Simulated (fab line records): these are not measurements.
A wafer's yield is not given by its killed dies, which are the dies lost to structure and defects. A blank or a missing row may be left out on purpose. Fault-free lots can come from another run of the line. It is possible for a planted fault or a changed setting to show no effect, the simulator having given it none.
fab line records	flow sky130	part 1 of 2: steps 1 to 43 of 44
record: lots: 7	wafers: 21	last_day: 50
route steps=708 shown DNWELL@41 PWDE@45 NWELL@56 PAD_OPEN@708
lots that met no fault: taken from a fault-free run of the same line
start_h: start of the lot's first displayed wafer, in hours after the record's first day	wait_h: hours since the lot's step before	" repeats the value in the row above	L1.1+2: a row that stands for several wafers	- value missing, or start not given	* or withheld: withheld	< > ~ a bound
route shown NAME@n: names a module that has steps shown in the file, with the first one's number in the route	usual: mean/standard deviation taken from wafers without a fault	same: alike in all rows	chamber/n: place in a boat	sites: readings site by site	_std_site: the standard deviation of these	_edge_site: the outer-site mean with the inner-site mean subtracted	radius_mm: how far each site lies from the wafer's centre	mask NAME#n: copy n	behind: the last tool/chamber to shape the wafer	hold: cause of the lot's hold/its duration in hours/its outcome	device: which transistor (n, p or np) failed to switch	end of line: the tests these same wafers got at the end of their route	a step with no rows: only its recipe	killed: dies lost to structure and defects at the first sort, not the wafer's yield	map: the dies of a wafer, with x for killed, . for not killed, _ for no die there
set.NAME: the setting as run; set.NAME@STEP: as run at that earlier step	model.NAME: the simulator's own value behind a step, which no gauge read
lots seen at some steps along the route; tables by step, rows by wafer
services: from which hour (start_h, from the record's first day; less than 0 if before it) a tool's chamber was out of use, for how many hours, and why
== steps ==
step: SKY_DNWELL_DEVELOP_06
recipe: wall_angle_deg: 90	developer: TMAH	develop_time_s: 60	dev_temp_c: 23
step: SKY_DNWELL_IMPLANT_07
recipe: species: P	energy_kev: withheld	dose_cm2: withheld	tilt_deg: withheld
step: SKY_DNWELL_STRIP_08
recipe: chemistry: O2/N2	power_w: 1400	pressure_mtorr: 1500	platen_temp_c: withheld	o2_flow_sccm: 3000	n2_flow_sccm: 300	overash_fraction: 0.5
usual: drypump_motor_current_A: 6.1/0.43	oes_product_au: 0.724/0.0046	strip_time_to_endpoint_s: 36.84/0.094
lot.wafer	tool	chamber	start_h	wait_h	drypump_motor_current_A	oes_product_au	rf_hours_counter_h	strip_time_to_endpoint_s
L446.1	plasma_asher-04	1	58.22	0.1	6.5	0.724	38	36.73
L446.4	"	1	"	"	6.5	0.717	-	36.78
L446.6	"	1	"	"	6.5	0.723	-	36.71
L449.4	plasma_asher-01	0	73.34	0.1	5.7	0.722	-	36.72
L449.5	"	0	"	"	5.7	0.729	-	36.78
L449.6	"	1	"	"	6.0	0.723	-	36.80
L452.1	plasma_asher-04	0	90.07	0.1	6.5	0.717	41	36.59
L452.5	"	1	"	"	6.5	0.722	-	36.64
L452.6	"	0	"	"	6.5	0.723	-	36.57
L453.1	plasma_asher-03	0	95.16	0.1	6.4	0.729	29	36.90
L453.5	"	1	"	"	5.3	0.732	-	36.79
L453.6	"	0	"	"	6.4	0.725	-	36.97
L455.2	plasma_asher-04	1	105.16	0.1	6.5	0.721	42	36.94
L455.5	"	1	"	"	6.5	0.722	-	36.74
L455.6	"	0	"	"	6.4	0.719	-	36.85
L456.3	plasma_asher-04	0	110.69	0.1	6.4	0.721	-	37.00
L456.5	"	1	"	"	6.5	0.728	-	37.01
L456.6	"	0	"	"	6.4	0.722	-	37.02
L468.1	plasma_asher-04	0	173.66	0.1	6.4	0.730	49	36.90
L468.3	"	1	"	"	6.5	0.735	-	36.93
L468.4	"	0	"	"	6.4	0.725	-	36.78
step: SKY_DNWELL_TW_MEAS_09
usual: DNWELL_TW: 1109/14
lot.wafer	tool	chamber	start_h	wait_h	DNWELL_TW
L446.1	film_metro-04	-	58.32	0.1	1096
L446.4	"	-	"	"	1097
L446.6	"	-	"	"	1090
L449.4	film_metro-01	-	73.44	0.1	1125
L449.5	"	-	"	"	1119
L449.6	"	-	"	"	1117
L452.1	film_metro-03	-	90.17	0.1	1134
L452.5	"	-	"	"	1123
L452.6	"	-	"	"	1124
L453.1	film_metro-01	-	95.26	0.1	1115
L453.5	"	-	"	"	1112
L453.6	"	-	"	"	1118
L455.2	film_metro-04	-	105.27	0.1	1091
L455.5	"	-	"	"	1090
L455.6	"	-	"	"	1089
L456.3	film_metro-03	-	110.78	0.1	1128
L456.5	"	-	"	"	1128
L456.6	"	-	"	"	1126
L468.1	film_metro-01	-	173.76	0.1	1116
L468.3	"	-	"	"	1110
L468.4	"	-	"	"	1115
step: SKY_PWDE_DEHYDRATE_00
recipe: temp_c: 200	time_s: 60
step: SKY_PWDE_HMDS_01
recipe: prime_time_s: 60	prime_temp_c: 120
step: SKY_PWDE_COAT_02
recipe: spin_rpm: 2032	resist_thk_nm: 3000
step: SKY_PWDE_SOFTBAKE_03
recipe: temp_c: 110	time_s: withheld
step: SKY_PWDE_EXPOSE_04
recipe: mask_id: PWDEM	na: 0.6	source_shape: conventional	sigma_outer: 0.6	polarization: unpolarized	target_cd_nm: 840	dose_mj: 214
step: SKY_PWDE_PEB_05
recipe: temp_c: 115	time_s: withheld
step: SKY_PWDE_DEVELOP_06
recipe: wall_angle_deg: 90	developer: TMAH	develop_time_s: 60	dev_temp_c: 23
step: SKY_PWDE_OVL_MEAS_07
usual: PWDE_OVL: 1.3/1
lot.wafer	tool	chamber	start_h	wait_h	PWDE_OVL[nm]
L446.1	overlay-01	-	73.79	-	0.9
L446.4	"	-	"	"	2.6
L446.6	"	-	"	"	1.3
L449.4	overlay-02	-	89.56	-	0.4
L449.5	"	-	"	"	0.0
L449.6	"	-	"	"	-0.6
L452.1	overlay-02	-	107.81	-	2.5
L452.5	"	-	"	"	-0.2
L452.6	"	-	"	"	1.7
L453.1	overlay-01	-	112.92	-	0.6
L453.5	"	-	"	"	-0.7
L453.6	"	-	"	"	0.1
L455.2	overlay-01	-	123.68	-	0.9
L455.5	"	-	"	"	1.3
L455.6	"	-	"	"	1.2
L456.3	overlay-01	-	129.84	-	1.3
L456.5	"	-	"	"	1.3
L456.6	"	-	"	"	1.3
L468.1	overlay-02	-	194.24	-	0.9
L468.3	"	-	"	"	2.9
L468.4	"	-	"	"	1.6
step: SKY_PWDE_IMPLANT_08
recipe: species: B	energy_kev: 150	dose_cm2: 3.6e+12	tilt_deg: withheld
usual: dose_ions_cm2: 3.6e+12/3.7e+09
lot.wafer	tool	chamber	start_h	wait_h	dose_ions_cm2
L446.1	implanter-04	0	73.83	0.0	3.605e+12
L446.4	"	0	"	"	3.607e+12
L446.6	"	0	"	"	3.602e+12
L449.4	implanter-03	0	89.65	0.1	3.606e+12
L449.5	"	0	"	"	3.606e+12
L449.6	"	0	"	"	3.602e+12
L452.1	implanter-02	0	107.84	0.0	3.596e+12
L452.5	"	0	"	"	3.599e+12
L452.6	"	0	"	"	3.601e+12
L453.1	implanter-03	0	112.96	0.0	3.467e+12
L453.5	"	0	"	"	3.463e+12
L453.6	"	0	"	"	3.468e+12
L455.2	implanter-03	0	123.73	0.0	3.47e+12
L455.5	"	0	"	"	3.467e+12
L455.6	"	0	"	"	3.465e+12
L456.3	implanter-03	0	129.91	0.1	3.467e+12
L456.5	"	0	"	"	3.468e+12
L456.6	"	0	"	"	3.464e+12
L468.1	implanter-03	0	194.28	0.0	3.599e+12
L468.3	"	0	"	"	3.601e+12
L468.4	"	0	"	"	3.596e+12
step: SKY_PWDE_STRIP_09
recipe: chemistry: O2/N2	power_w: 1400	pressure_mtorr: 1500	platen_temp_c: withheld	o2_flow_sccm: 3000	n2_flow_sccm: 300	overash_fraction: 0.5
usual: drypump_motor_current_A: 5.8/0.45	oes_product_au: 0.723/0.0046	strip_time_to_endpoint_s: 36.58/0.098
lot.wafer	tool	chamber	start_h	wait_h	drypump_motor_current_A	oes_product_au	rf_hours_counter_h	strip_time_to_endpoint_s
L446.1	plasma_asher-02	1	73.98	0.1	5.7	0.721	35	36.57
L446.4	"	1	"	"	5.7	0.727	-	36.60
L446.6	"	1	"	"	5.7	0.720	-	36.49
L449.4	plasma_asher-02	1	89.76	0.1	5.7	0.715	-	36.58
L449.5	"	0	"	"	5.4	0.720	-	36.57
L449.6	"	1	"	"	5.7	0.715	-	36.53
L452.1	plasma_asher-02	0	107.99	0.1	5.4	0.722	38	36.47
L452.5	"	1	"	"	5.7	0.728	-	36.59
L452.6	"	0	"	"	5.4	0.720	-	36.53
L453.1	plasma_asher-03	0	113.11	0.1	6.4	0.724	31	36.53
L453.5	"	0	"	"	6.4	0.715	-	36.47
L453.6	"	1	"	"	5.3	0.716	-	36.64
L455.2	plasma_asher-04	0	123.86	0.1	6.4	0.715	45	36.75
L455.5	"	0	"	"	6.4	0.725	-	36.69
L455.6	"	1	"	"	6.5	0.730	-	36.71
L456.3	plasma_asher-02	0	130.04	0.1	5.4	0.727	-	36.69
L456.5	"	0	"	"	5.4	0.723	-	36.65
L456.6	"	1	"	"	5.7	0.726	-	36.70
L468.1	plasma_asher-02	0	194.43	0.1	5.4	0.721	8	36.62
L468.3	"	0	"	"	5.4	0.729	-	36.67
L468.4	"	1	"	"	5.6	0.714	-	36.60
step: SKY_PWDE_TW_MEAS_10
usual: PWDE_TW: 372/5.2
lot.wafer	tool	chamber	start_h	wait_h	PWDE_TW
L446.1	film_metro-04	-	74.08	0.1	366
L446.4	"	-	"	"	368
L446.6	"	-	"	"	367
L449.4	film_metro-04	-	89.86	0.1	366
L449.5	"	-	"	"	368
L449.6	"	-	"	"	367
L452.1	film_metro-03	-	108.09	0.1	379
L452.5	"	-	"	"	378
L452.6	"	-	"	"	377
L453.1	film_metro-04	-	113.21	0.1	362
L453.5	"	-	"	"	361
L453.6	"	-	"	"	362
L455.2	film_metro-01	-	123.97	0.1	366
L455.5	"	-	"	"	370
L455.6	"	-	"	"	370
L456.3	film_metro-03	-	130.13	0.1	377
L456.5	"	-	"	"	376
L456.6	"	-	"	"	376
L468.1	film_metro-03	-	194.53	0.1	379
L468.3	"	-	"	"	379
L468.4	"	-	"	"	379
step: SKY_NWELL_DEHYDRATE_03
recipe: temp_c: 200	time_s: 60
step: SKY_NWELL_HMDS_04
recipe: prime_time_s: 60	prime_temp_c: 120
step: SKY_NWELL_COAT_05
recipe: spin_rpm: 2000	resist_thk_nm: 3000
step: SKY_NWELL_SOFTBAKE_06
recipe: temp_c: 110	time_s: withheld
step: SKY_NWELL_EXPOSE_07
recipe: mask_id: NWM	na: 0.6	source_shape: conventional	sigma_outer: 0.6	polarization: unpolarized	target_cd_nm: 840	dose_mj: 255
step: SKY_NWELL_PEB_08
recipe: temp_c: 115	time_s: withheld
step: SKY_NWELL_DEVELOP_09
recipe: wall_angle_deg: 90	developer: TMAH	develop_time_s: 60	dev_temp_c: 23
step: SKY_NWELL_OVL_MEAS_10
usual: NWELL_00_OVL: -1.0/1.5
lot.wafer	tool	chamber	start_h	wait_h	NWELL_00_OVL[nm]
L446.1	overlay-01	-	90.66	-	-1.0
L446.4	"	-	"	"	-1.8
L446.6	"	-	"	"	-0.9
L449.4	overlay-01	-	107.17	-	1.0
L449.5	"	-	"	"	1.0
L449.6	"	-	"	"	0.5
L452.1	overlay-02	-	126.86	-	-0.6
L452.5	"	-	"	"	0.0
L452.6	"	-	"	"	-1.2
L453.1	overlay-02	-	132.31	-	-2.9
L453.5	"	-	"	"	-2.4
L453.6	"	-	"	"	-3.9
L455.2	overlay-01	-	142.25	-	-1.4
L455.5	"	-	"	"	-0.5
L455.6	"	-	"	"	-0.3
L456.3	overlay-01	-	149.42	-	0.8
L456.5	"	-	"	"	1.4
L456.6	"	-	"	"	-0.9
L468.1	overlay-01	-	215.95	-	-1.4
L468.3	"	-	"	"	-3.7
L468.4	"	-	"	"	-2.2
step: SKY_NWELL_IMPLANT_11
recipe: species: P	energy_kev: 400	dose_cm2: 1.9e+13	tilt_deg: withheld
step: SKY_NWELL_IMPLANT_12
recipe: species: P	energy_kev: 120	dose_cm2: 1.3e+12	tilt_deg: withheld
step: SKY_NWELL_IMPLANT_13
recipe: species: P	energy_kev: 50	dose_cm2: 7e+11	tilt_deg: withheld
step: SKY_NWELL_STRIP_14
recipe: chemistry: O2/N2	power_w: 1400	pressure_mtorr: 1500	platen_temp_c: withheld	o2_flow_sccm: 3000	n2_flow_sccm: 300	overash_fraction: 0.5
usual: drypump_motor_current_A: 5.8/0.4	oes_product_au: 0.722/0.0049	strip_time_to_endpoint_s: 36.89/0.12
lot.wafer	tool	chamber	start_h	wait_h	drypump_motor_current_A	oes_product_au	rf_hours_counter_h	strip_time_to_endpoint_s
L446.1	plasma_asher-03	1	91.14	0.1	5.3	0.722	28	37.01
L446.4	"	1	"	"	5.3	0.727	-	37.10
L446.6	"	1	"	"	5.3	0.727	-	36.97
L449.4	plasma_asher-03	0	107.67	0.1	6.4	0.729	-	36.64
L449.5	"	1	"	"	5.3	0.725	-	36.69
L449.6	"	0	"	"	6.4	0.723	-	36.70
L452.1	plasma_asher-03	1	127.34	0.1	5.3	0.719	32	36.85
L452.5	"	1	"	"	5.3	0.721	-	36.84
L452.6	"	0	"	"	6.4	0.724	-	36.90
L453.1	plasma_asher-03	1	132.79	0.1	5.3	0.712	33	37.01
L453.5	"	1	"	"	5.3	0.721	-	36.89
L453.6	"	0	"	"	6.5	0.718	-	36.95
L455.2	plasma_asher-02	1	142.73	0.1	5.7	0.733	2	36.84
L455.5	"	0	"	"	5.4	0.707	-	36.86
L455.6	"	1	"	"	5.6	0.724	-	36.83
L456.3	plasma_asher-02	0	149.92	0.1	5.4	0.720	-	36.78
L456.5	"	1	"	"	5.7	0.719	-	36.94
L456.6	"	0	"	"	5.4	0.729	-	36.90
L468.1	plasma_asher-01	0	216.44	0.1	5.8	0.726	57	36.74
L468.3	"	0	"	"	5.8	0.719	-	36.65
L468.4	"	1	"	"	6.0	0.720	-	36.82
step: SKY_NWELL_TW_MEAS_15
usual: NWELL_TW: 1814/25
lot.wafer	tool	chamber	start_h	wait_h	NWELL_TW
L446.1	film_metro-04	-	91.24	0.1	1795
L446.4	"	-	"	"	1795
L446.6	"	-	"	"	1791
L449.4	film_metro-04	-	107.77	0.1	1784
L449.5	"	-	"	"	1785
L449.6	"	-	"	"	1785
L452.1	film_metro-01	-	127.44	0.1	1809
L452.5	"	-	"	"	1814
L452.6	"	-	"	"	1823
L453.1	film_metro-03	-	132.89	0.1	1852
L453.5	"	-	"	"	1855
L453.6	"	-	"	"	1844
L455.2	film_metro-04	-	142.84	0.1	1778
L455.5	"	-	"	"	1757
L455.6	"	-	"	"	1777
L456.3	film_metro-03	-	150.01	0.1	1830
L456.5	"	-	"	"	1839
L456.6	"	-	"	"	1841
L468.1	film_metro-01	-	216.54	0.1	1805
L468.3	"	-	"	"	1811
L468.4	"	-	"	"	1811
step: SKY_NWELL_DEHYDRATE_16
recipe: temp_c: 200	time_s: 60
step: SKY_NWELL_HMDS_17
recipe: prime_time_s: 60	prime_temp_c: 120
step: SKY_NWELL_COAT_18
recipe: spin_rpm: 2000	resist_thk_nm: 3000
step: SKY_NWELL_SOFTBAKE_19
recipe: temp_c: 110	time_s: withheld
step: SKY_NWELL_EXPOSE_20
recipe: mask_id: NWM_COMPLEMENT	na: 0.6	source_shape: conventional	sigma_outer: 0.6	polarization: unpolarized	target_cd_nm: 840	dose_mj: 260
step: SKY_NWELL_PEB_21
recipe: temp_c: 115	time_s: withheld
step: SKY_NWELL_DEVELOP_22
recipe: wall_angle_deg: 90	developer: TMAH	develop_time_s: 60	dev_temp_c: 23
step: SKY_NWELL_OVL_MEAS_23
usual: NWELL_01_OVL: -2.2/1.3
lot.wafer	tool	chamber	start_h	wait_h	NWELL_01_OVL[nm]
L446.1	overlay-01	-	108.99	-	0.1
L446.4	"	-	"	"	0.3
L446.6	"	-	"	"	-0.3
L449.4	overlay-01	-	126.16	-	-0.8
L449.5	"	-	"	"	-3.0
L449.6	"	-	"	"	-3.3
L452.1	overlay-01	-	146.44	-	-2.2
L452.5	"	-	"	"	-3.1
L452.6	"	-	"	"	-3.3
L453.1	overlay-01	-	152.01	-	-3.2
L453.5	"	-	"	"	-2.6
L453.6	"	-	"	"	-5.2
L455.2	overlay-01	-	162.31	-	-3.1
L455.5	"	-	"	"	-4.2
L455.6	"	-	"	"	-1.4
L456.3	overlay-01	-	170.22	-	-1.4
L456.5	"	-	"	"	-2.5
L456.6	"	-	"	"	-1.2
L468.1	overlay-02	-	237.91	-	-2.8
L468.3	"	-	"	"	-3.5
L468.4	"	-	"	"	-3.0
step: SKY_NWELL_IMPLANT_24
recipe: species: B	energy_kev: 142.2	dose_cm2: 9.2e+12	tilt_deg: withheld
step: SKY_NWELL_STRIP_25
recipe: chemistry: O2/N2	power_w: 1400	pressure_mtorr: 1500	platen_temp_c: withheld	o2_flow_sccm: 3000	n2_flow_sccm: 300	overash_fraction: 0.5
usual: drypump_motor_current_A: 5.7/0.37	oes_product_au: 0.722/0.005	strip_time_to_endpoint_s: 36.90/0.12
lot.wafer	tool	chamber	start_h	wait_h	drypump_motor_current_A	oes_product_au	rf_hours_counter_h	strip_time_to_endpoint_s
L446.1	plasma_asher-03	1	109.18	0.1	5.3	0.719	30	36.93
L446.4	"	0	"	"	6.5	0.719	-	36.87
L446.6	"	0	"	"	6.4	0.722	-	36.97
L449.4	plasma_asher-02	0	126.36	0.1	5.4	0.715	-	36.75
L449.5	"	1	"	"	5.6	0.724	-	36.74
L449.6	"	0	"	"	5.4	0.731	-	36.81
L452.1	plasma_asher-01	0	146.63	0.1	5.7	0.726	50	36.80
L452.5	"	1	"	"	5.9	0.725	-	36.89
L452.6	"	0	"	"	5.8	0.720	-	36.75
L453.1	plasma_asher-03	1	152.19	0.1	5.3	0.718	35	36.88
L453.5	"	1	"	"	5.3	0.715	-	36.93
L453.6	"	0	"	"	6.4	0.722	-	36.87
L455.2	plasma_asher-03	0	162.49	0.1	6.4	0.724	36	36.92
L455.5	"	0	"	"	6.4	0.724	-	36.99
L455.6	"	1	"	"	5.3	0.720	-	37.06
L456.3	plasma_asher-03	1	170.43	0.1	5.3	0.721	-	36.87
L456.5	"	0	"	"	6.5	0.722	-	36.96
L456.6	"	1	"	"	5.3	0.714	-	36.90
L468.1	plasma_asher-02	0	238.09	0.1	5.4	0.722	12	36.74
L468.3	"	1	"	"	5.7	0.724	-	36.78
L468.4	"	0	"	"	5.4	0.708	-	36.65
step: SKY_NWELL_TW_MEAS_26
usual: NWELL_2_TW: 495/7
lot.wafer	tool	chamber	start_h	wait_h	NWELL_2_TW
L446.1	film_metro-03	-	109.28	0.1	503
L446.4	"	-	"	"	500
L446.6	"	-	"	"	503
L449.4	film_metro-03	-	126.46	0.1	504
L449.5	"	-	"	"	503
L449.6	"	-	"	"	506
L452.1	film_metro-01	-	146.73	0.1	496
L452.5	"	-	"	"	496
L452.6	"	-	"	"	497
L453.1	film_metro-04	-	152.29	0.1	485
L453.5	"	-	"	"	489
L453.6	"	-	"	"	483
L455.2	film_metro-03	-	162.60	0.1	502
L455.5	"	-	"	"	499
L455.6	"	-	"	"	500
L456.3	film_metro-01	-	170.51	0.1	498
L456.5	"	-	"	"	499
L456.6	"	-	"	"	499
L468.1	film_metro-01	-	238.19	0.1	494
L468.3	"	-	"	"	498
L468.4	"	-	"	"	496
step: SKY_NWELL_CLEAN_27
recipe: chemistry: SC1/SC2	mix: 1:4:20	temp_c: 70	time_s: 150	dry: n2_spin
step: SKY_NWELL_RTA_28
recipe: temp_c: 1050	time_s: 30	idle_temp_c: 650	ramp_up_c_per_s: 150	ramp_down_c_per_s: 90	ambient: N2
usual: lamp_power_pct: 25.31/0.056	wafer_temp_C_max: 1054.7/0.89
lot.wafer	tool	chamber	start_h	wait_h	lamp_power_pct	wafer_temp_C_max
L446.1	rtp_anneal-01	0	109.39	0.0	25.43	1055.0
L446.4	"	0	"	"	25.27	1053.6
L446.6	"	0	"	"	25.35	1054.1
L449.4	rtp_anneal-01	0	126.59	0.1	25.32	1054.4
L449.5	"	0	"	"	25.33	1054.3
L449.6	"	0	"	"	25.29	1054.1
L452.1	rtp_anneal-02	0	146.84	0.0	25.27	1053.2
L452.5	"	0	"	"	25.21	1053.4
L452.6	"	0	"	"	25.31	1056.4
L453.1	rtp_anneal-01	0	152.40	0.0	25.25	1056.1
L453.5	"	0	"	"	25.29	1055.6
L453.6	"	0	"	"	25.44	1054.3
L455.2	rtp_anneal-02	0	162.72	0.0	25.29	1053.9
L455.5	"	0	"	"	25.28	1056.1
L455.6	"	0	"	"	25.37	1053.5
L456.3	rtp_anneal-02	0	170.64	0.0	25.37	1055.4
L456.5	"	0	"	"	25.32	1054.8
L456.6	"	0	"	"	25.26	1054.8
L468.1	rtp_anneal-02	0	238.30	0.0	25.40	1053.5
L468.3	"	0	"	"	25.36	1055.1
L468.4	"	0	"	"	25.30	1053.9
step: SKY_NWELL_RS_MEAS_29
recipe: thk_meas_gauge: four-point-probe
usual: NWELL_RS: 625.1/1.6
lot.wafer	tool	chamber	start_h	wait_h	NWELL_RS[ohm/sq]
L446.1	film_metro-03	-	109.49	0.1	624.6
L446.4	"	-	"	"	625.8
L446.6	"	-	"	"	627.0
L449.4	film_metro-01	-	126.70	0.1	625.6
L449.5	"	-	"	"	624.3
L449.6	"	-	"	"	625.0
L452.1	film_metro-04	-	146.94	0.1	623.7
L452.5	"	-	"	"	622.7
L452.6	"	-	"	"	623.9
L453.1	film_metro-03	-	152.50	0.1	625.0
L453.5	"	-	"	"	625.5
L453.6	"	-	"	"	623.9
L455.2	film_metro-04	-	162.82	0.1	624.6
L455.5	"	-	"	"	626.3
L455.6	"	-	"	"	624.8
L456.3	film_metro-03	-	170.75	0.1	626.5
L456.5	"	-	"	"	626.0
L456.6	"	-	"	"	625.4
L468.1	film_metro-03	-	238.40	0.1	624.1
L468.3	"	-	"	"	624.1
L468.4	"	-	"	"	625.3
step: SKY_NWELL_RS_MEAS_31
recipe: thk_meas_gauge: four-point-probe
usual: PWDE_RS: 5279/20
lot.wafer	tool	chamber	start_h	wait_h	PWDE_RS[ohm/sq]
L446.1	film_metro-03	-	109.73	0.1	5290
L446.4	"	-	"	"	5267
L446.6	"	-	"	"	5281
L449.4	film_metro-01	-	126.94	0.1	5273
L449.5	"	-	"	"	5274
L449.6	"	-	"	"	5271
L452.1	film_metro-04	-	147.18	0.1	5281
L452.5	"	-	"	"	5279
L452.6	"	-	"	"	5274
L453.1	film_metro-03	-	152.74	0.1	5442
L453.5	"	-	"	"	5469
L453.6	"	-	"	"	5451
L455.2	film_metro-04	-	163.06	0.1	5411
L455.5	"	-	"	"	5428
L455.6	"	-	"	"	5440
L456.3	film_metro-03	-	170.99	0.1	5413
L456.5	"	-	"	"	5428
L456.6	"	-	"	"	5417
L468.1	film_metro-03	-	238.64	0.1	5268
L468.3	"	-	"	"	5258
L468.4	"	-	"	"	5277
== key ==
first_sign: step: SKY_PWDE_IMPLANT_08	reading: dose_ions_cm2	direction: down	sigmas: 36	usual: *	struck: *
effect: step: SKY_NWELL_RS_MEAS_31	reading: PWDE_RS	direction: up	sigmas: 7.8	usual: 5279	struck: 5433
model_effect: step: SKY_PAD_OPEN_PROBE_99	value: etest.res_pwde_under_gate.rs_ohm_sq	without: 6150	struck: 6369
met_at SKY_PWDE_IMPLANT_08
struck_wafers L453.1,L453.5,L453.6,L455.2,L455.5,L455.6,L456.3,L456.5,L456.6
tester_left_out L453,L455,L456
onset_between 89.65 112.96
fault: kind: process_parameter_drift	tool: implanter-03	chamber: -	onset_h: 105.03	steps: SKY_PWDE_IMPLANT_08	channel: dose_cm2	offset: *	shape: step	end_h: 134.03	acts_in: *	stated: *
tester_left_out: of these lots the tester's yield and bins aren't shown, on N5 and GAA mostly nor the transistor test; their killed dies are dies lost to structure and defects alone, not to doping, threshold or leakage, so they don't give the yield
